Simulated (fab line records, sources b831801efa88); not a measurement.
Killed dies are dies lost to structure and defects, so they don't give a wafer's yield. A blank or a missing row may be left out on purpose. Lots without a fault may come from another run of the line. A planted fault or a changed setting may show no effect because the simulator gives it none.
Problem report in the 8D (eight disciplines) form, filled by code | flow sky130 | the parts of the form that need people (team, actions taken, sign-off) are left out

1. THE PROBLEM
CAPM_TIN_RS at SKY_CAPM_RS_MEAS_03 reads a mean of 4.69 ohm/sq on 2 wafers of 2 lots; wafers without a fault read 6.92 ohm/sq with a standard deviation of 0.085. That is -26 standard deviations from the usual mean.
The step: measures by four-point-probe.
First seen on wafer L607.2, day 41 05:16, on film_metro-03. The record holds 30 wafers of 10 lots with a number at this step. Rule for "out", or "out of limits": more than 4 standard deviations from the usual mean. The other wafers with a number count as sound.

2. WHAT IT IS AND WHAT IT IS NOT
question                    | is                           | is not
which readings at this step | CAPM_TIN_RS                  | -
which lots                  | L607, L611                   | L598, L600, L602, L604, L605, L616, L619, L620
which wafers of those lots  | L607.2, L611.4               | L607.3, L607.4, L611.3, L611.6
read on which gauges        | film_metro-01, film_metro-03 | film_metro-04
when                        | from day 41 05:16            | up to then (14 sound wafers); but 14 sound wafers of L605, L611, L616, L619, L620 came after

3. SUSPECTS, AND WHAT RULES EACH OUT
Counting: a tool at a process step up to the reading stays a suspect if it ran every lot that is out. Sound lots after the first of them don't rule it out here, since some wafers of a struck lot are sound.
- the gauge at SKY_CAPM_RS_MEAS_03: ruled out. The wafers that are out were read on 2 gauges (film_metro-01, film_metro-03).
- pvd_sputter-03 at SKY_CAPM_SPUTTER_02 (material TiN, target thk 200 nm, time 166.7 s): kept. It ran every lot that is out, first L607 (day 41 05:08); its last sound lot up to then is L600 (day 37 20:48).
Left after counting: pvd_sputter-03 at SKY_CAPM_SPUTTER_02.

4. THE CAUSE (what the simulator had put in)
Process parameter drift: pvd_sputter-03, from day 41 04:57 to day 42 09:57, at SKY_CAPM_SPUTTER_02. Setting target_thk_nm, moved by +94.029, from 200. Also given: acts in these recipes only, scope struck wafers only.
Counting left only this tool.

5. THE CHAIN OF EFFECTS, in route order
Each row: a reading whose mean over the struck wafers that have a number lies more than 3 standard deviations from the usual. Only readings for which the record gives a usual standard deviation are gone through. hours: the time from each lot's start at the first step in this table that gives one to its start at this step, as a median over the lots. sigmas: the change in usual standard deviations.
hours | step                   | reading            | usual       | on struck wafers | change | sigmas
0     | SKY_CAPM_RS_MEAS_03    | CAPM_TIN_RS        | 6.92 ohm/sq | 4.69             | -2.23  | -26
0     | SKY_CAPM_THK_MEAS_04   | CAPM_TIN_THK       | 201.0 nm    | 293.9            | +92.9  | +37
23    | SKY_CAPM_METAL_ETCH_13 | oes_product_au     | 0.942 a.u.  | 1.009            | +0.067 | +8.9
23    | SKY_CAPM_METAL_ETCH_13 | throttle_valve_pct | 21.902 %    | 21.862           | -0.040 | -4.0
The process steps in it:
- SKY_CAPM_METAL_ETCH_13: etches TiN in Cl2/BCl3, stops on SiO2, target depth 220 nm, time 62.9 s.

6. WHAT WOULD HAVE CAUGHT IT SOONER
In this record the first reading out of limits at a measuring or inspecting step was taken at day 41 05:16, 0 hours after the fault began at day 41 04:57.
Of the tool readings at SKY_CAPM_SPUTTER_02 for which the record gives a usual standard deviation, none was out on any struck wafer, so an alarm limit of 4 standard deviations on them would not have fired.
Of the lots that are out (2), L611 began SKY_CAPM_SPUTTER_02 on pvd_sputter-03 after day 41 05:16. A hold on the tool at that time would have spared it.
